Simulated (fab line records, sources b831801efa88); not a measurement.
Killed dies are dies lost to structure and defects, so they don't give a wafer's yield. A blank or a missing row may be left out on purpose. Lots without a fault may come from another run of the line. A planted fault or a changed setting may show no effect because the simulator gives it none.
Which tool did it? | flow sfq_line | 14 lots, 42 wafers sampled, at 5 steps of a route of 325

WHAT THE GAUGES READ, wafer by wafer
The record holds no reading of a measuring or inspecting step that can be judged against a usual standard deviation.

WHICH TOOL RAN EACH LOT (tool, then ch and the chambers of the sampled wafers, then the start)
lot  | SFQ_TRILAYER_I2_VIA_LITHO_COAT_072 | SFQ_TRILAYER_I2_VIA_BARC_OPEN_VIA_ETCH_096 | SFQ_TRILAYER_M5_BARC_OPEN_METAL_ETCH_161 | SFQ_TRILAYER_R5_DEP_SPUTTER_132 | SFQ_TRILAYER_M7_DEP_SPUTTER_175
L571 | litho_track-01 ch 0, day 38 21:47  | rie_diel-01 ch 0,2, day 45 08:54           | rie_metal-02 ch 1, day 63 17:35          | pvd_sputter-05, day 64 01:12    | pvd_sputter-03, day 77 11:21
L575 | litho_track-02 ch 0, day 40 12:49  | rie_diel-03 ch 0,2, day 46 17:14           | rie_metal-01 ch 0,1, day 68 01:29        | pvd_sputter-06, day 69 00:16    | pvd_sputter-05, day 79 04:38
L576 | litho_track-02 ch 0, day 41 20:59  | rie_diel-03 ch 2,3, day 48 03:26           | rie_metal-04 ch 1, day 68 13:44          | pvd_sputter-06, day 69 09:16    | pvd_sputter-05, day 85 07:46
L582 | litho_track-02 ch 0, day 44 11:03  | rie_diel-01 ch 1,3, day 50 12:04           | rie_metal-02 ch 0,1, day 70 03:14        | pvd_sputter-06, day 70 08:33    | pvd_sputter-03, day 88 09:31
L583 | litho_track-02 ch 0, day 44 15:40  | rie_diel-02 ch 1,2, day 50 16:52           | rie_metal-01 ch 0,1, day 70 09:14        | pvd_sputter-05, day 70 14:33    | pvd_sputter-04, day 88 17:55
L584 | litho_track-04 ch 0, day 44 23:20  | rie_diel-03 ch 1,2,3, day 51 00:04         | rie_metal-02 ch 0,1, day 70 18:50        | pvd_sputter-05, day 71 00:09    | pvd_sputter-03, day 89 06:02
L586 | litho_track-01 ch 0, day 45 10:10  | rie_diel-01 ch 0,1,2, day 51 10:52         | rie_metal-04 ch 0,1, day 71 04:05        | pvd_sputter-05, day 71 09:24    | pvd_sputter-05, day 89 20:29
L587 | litho_track-04 ch 0, day 45 11:21  | rie_diel-02 ch 0,1,3, day 51 12:04         | rie_metal-04 ch 0,1, day 71 07:41        | pvd_sputter-06, day 71 13:03    | pvd_sputter-03, day 89 21:41
L588 | litho_track-04 ch 0, day 46 04:31  | rie_diel-02 ch 1,2, day 52 04:52           | rie_metal-01 ch 0,1, day 71 12:30        | pvd_sputter-03, day 71 17:48    | pvd_sputter-04, day 89 22:55
L589 | litho_track-02 ch 0, day 46 07:43  | rie_diel-01 ch 0,2, day 52 07:16           | rie_metal-04 ch 0,1, day 71 13:42        | pvd_sputter-05, day 71 19:03    | pvd_sputter-04, day 90 01:35
L590 | litho_track-04 ch 0, day 46 10:31  | rie_diel-02 ch 0,1,3, day 52 09:40         | rie_metal-02 ch 0,1, day 71 19:50        | pvd_sputter-03, day 72 01:08    | pvd_sputter-05, day 90 02:47
L591 | litho_track-04 ch 0, day 46 21:19  | rie_diel-01 ch 0,1, day 52 20:35           | rie_metal-02 ch 0,1, day 72 00:37        | pvd_sputter-05, day 72 05:56    | pvd_sputter-04, day 90 11:11
L592 | litho_track-02 ch 0, day 47 15:23  | rie_diel-01 ch 0,1,3, day 53 16:59         | rie_metal-02 ch 0,1, day 72 03:01        | pvd_sputter-05, day 72 08:56    | pvd_sputter-04, day 90 14:47
L593 | litho_track-04 ch 0, day 48 02:36  | rie_diel-01 ch 0,2, day 54 02:35           | rie_metal-02 ch 0,1, day 73 07:15        | pvd_sputter-05, day 73 12:34    | pvd_sputter-03, day 90 19:34
- SFQ_TRILAYER_I2_VIA_LITHO_COAT_072: resist thk 62 nm.
- SFQ_TRILAYER_I2_VIA_BARC_OPEN_VIA_ETCH_096: etches BARC in O2, target depth 125 nm, time 41.7 s.
- SFQ_TRILAYER_M5_BARC_OPEN_METAL_ETCH_161: etches BARC in O2, target depth 125 nm, time 41.7 s.
- SFQ_TRILAYER_R5_DEP_SPUTTER_132: material Ti, target thk 5 nm, time 5 s.
- SFQ_TRILAYER_M7_DEP_SPUTTER_175: material Nb, target thk 200 nm, time 133.3 s.

WHAT THE TOOLS THEMSELVES READ (means of the sampled wafers that have a number; where no wafer has one, the mark that the record gives instead)
SFQ_TRILAYER_I2_VIA_BARC_OPEN_VIA_ETCH_096.
lot  | tool        | drypump_motor_current_A (A) | oes_product_au (a.u.)
L571 | rie_diel-01 | 5.7                         | 0.687
L575 | rie_diel-03 | 5.4                         | 0.664
L576 | rie_diel-03 | 5.2                         | 0.660
L582 | rie_diel-01 | 5.8                         | 0.681
L583 | rie_diel-02 | 5.9                         | 0.689
L584 | rie_diel-03 | 5.7                         | 0.684
L586 | rie_diel-01 | 5.8                         | 0.685
L587 | rie_diel-02 | 5.9                         | 0.683
L588 | rie_diel-02 | 5.8                         | 0.686
L589 | rie_diel-01 | 5.7                         | 0.688
L590 | rie_diel-02 | 5.9                         | 0.683
L591 | rie_diel-01 | 6.0                         | 0.687
L592 | rie_diel-01 | 5.7                         | 0.685
L593 | rie_diel-01 | 5.7                         | 0.685

SFQ_TRILAYER_M5_BARC_OPEN_METAL_ETCH_161.
lot  | tool         | drypump_motor_current_A (A) | oes_product_au (a.u.)
L571 | rie_metal-02 | 6.3                         | 0.688
L575 | rie_metal-01 | 5.6                         | 0.683
L576 | rie_metal-04 | 6.1                         | 0.689
L582 | rie_metal-02 | 6.1                         | 0.685
L583 | rie_metal-01 | 5.6                         | 0.686
L584 | rie_metal-02 | 5.9                         | 0.692
L586 | rie_metal-04 | 6.3                         | 0.684
L587 | rie_metal-04 | 6.3                         | 0.689
L588 | rie_metal-01 | 5.6                         | 0.687
L589 | rie_metal-04 | 6.3                         | 0.685
L590 | rie_metal-02 | 6.1                         | 0.687
L591 | rie_metal-02 | 6.1                         | 0.681
L592 | rie_metal-02 | 6.1                         | 0.684
L593 | rie_metal-02 | 5.8                         | 0.682

SFQ_TRILAYER_R5_DEP_SPUTTER_132.
lot  | tool           | cathode_dc_power_W (W) | throttle_valve_pct (%)
L571 | pvd_sputter-05 | 2000.3                 | 29.0
L575 | pvd_sputter-06 | 2000.3                 | 31.6
L576 | pvd_sputter-06 | 2000.1                 | 30.8
L582 | pvd_sputter-06 | 2000.4                 | 29.4
L583 | pvd_sputter-05 | 2000.2                 | 30.0
L584 | pvd_sputter-05 | 1999.9                 | 30.5
L586 | pvd_sputter-05 | 2000.0                 | 30.1
L587 | pvd_sputter-06 | 2000.2                 | 31.0
L588 | pvd_sputter-03 | 2000.1                 | 30.2
L589 | pvd_sputter-05 | 1999.9                 | 29.8
L590 | pvd_sputter-03 | 2000.2                 | 30.8
L591 | pvd_sputter-05 | 1999.7                 | 29.9
L592 | pvd_sputter-05 | 2000.3                 | 29.6
L593 | pvd_sputter-05 | 2000.0                 | 29.9

SFQ_TRILAYER_M7_DEP_SPUTTER_175.
lot  | tool           | cathode_dc_power_W (W) | substrate_temp_c (C) | throttle_valve_pct (%)
L571 | pvd_sputter-03 | 1999.8                 | 19.96                | 30.1
L575 | pvd_sputter-05 | 1999.9                 | 20.07                | 29.8
L576 | pvd_sputter-05 | 1999.8                 | 20.06                | 29.9
L582 | pvd_sputter-03 | 2000.2                 | 19.96                | 30.4
L583 | pvd_sputter-04 | 2000.0                 | 19.90                | 29.1
L584 | pvd_sputter-03 | 2000.2                 | 19.97                | 30.1
L586 | pvd_sputter-05 | 2000.1                 | 20.08                | 29.9
L587 | pvd_sputter-03 | 2000.0                 | 20.05                | 30.5
L588 | pvd_sputter-04 | 1999.7                 | 19.98                | 29.9
L589 | pvd_sputter-04 | 1999.9                 | 19.98                | 28.8
L590 | pvd_sputter-05 | 1999.9                 | 19.92                | 30.7
L591 | pvd_sputter-04 | 2000.2                 | 19.94                | 29.5
L592 | pvd_sputter-04 | 1999.9                 | 20.02                | 29.4
L593 | pvd_sputter-03 | 2000.1                 | 20.01                | 30.3

THE ANSWER, worked out from the rows above alone
Rule: what is usual is taken from the lots themselves. Put in order of their means at a reading, lots are off if they are a third of the lots or fewer, leave a main group of 4 or more, and stand apart from it by a gap of 3 or more times the standard deviation of the main group's means; of several such gaps the widest counts. A main group whose means are all the same, to the digits that the tables above print for the reading, isn't used. A lot without any number at a reading at which 4 lots or more have one is off too. The other lots that the step has rows for count as sound. The gauges are gone through in route order, then the tools' own readings, and for those a lot's mean is taken as printed above. The first step at which some lot is off is used, and at that step the reading that is off furthest; a lot without a number counts as furthest.
Off: L575, L576, at SFQ_TRILAYER_I2_VIA_BARC_OPEN_VIA_ETCH_096 (oes_product_au). The main group: mean 0.685 a.u., standard deviation 0.0022.
A tool fits if, at that step or a process step before it, it ran every lot that is off, and no sound lot after the first of them. None of those tried fits.

WHAT THE SIMULATOR HAD PUT IN
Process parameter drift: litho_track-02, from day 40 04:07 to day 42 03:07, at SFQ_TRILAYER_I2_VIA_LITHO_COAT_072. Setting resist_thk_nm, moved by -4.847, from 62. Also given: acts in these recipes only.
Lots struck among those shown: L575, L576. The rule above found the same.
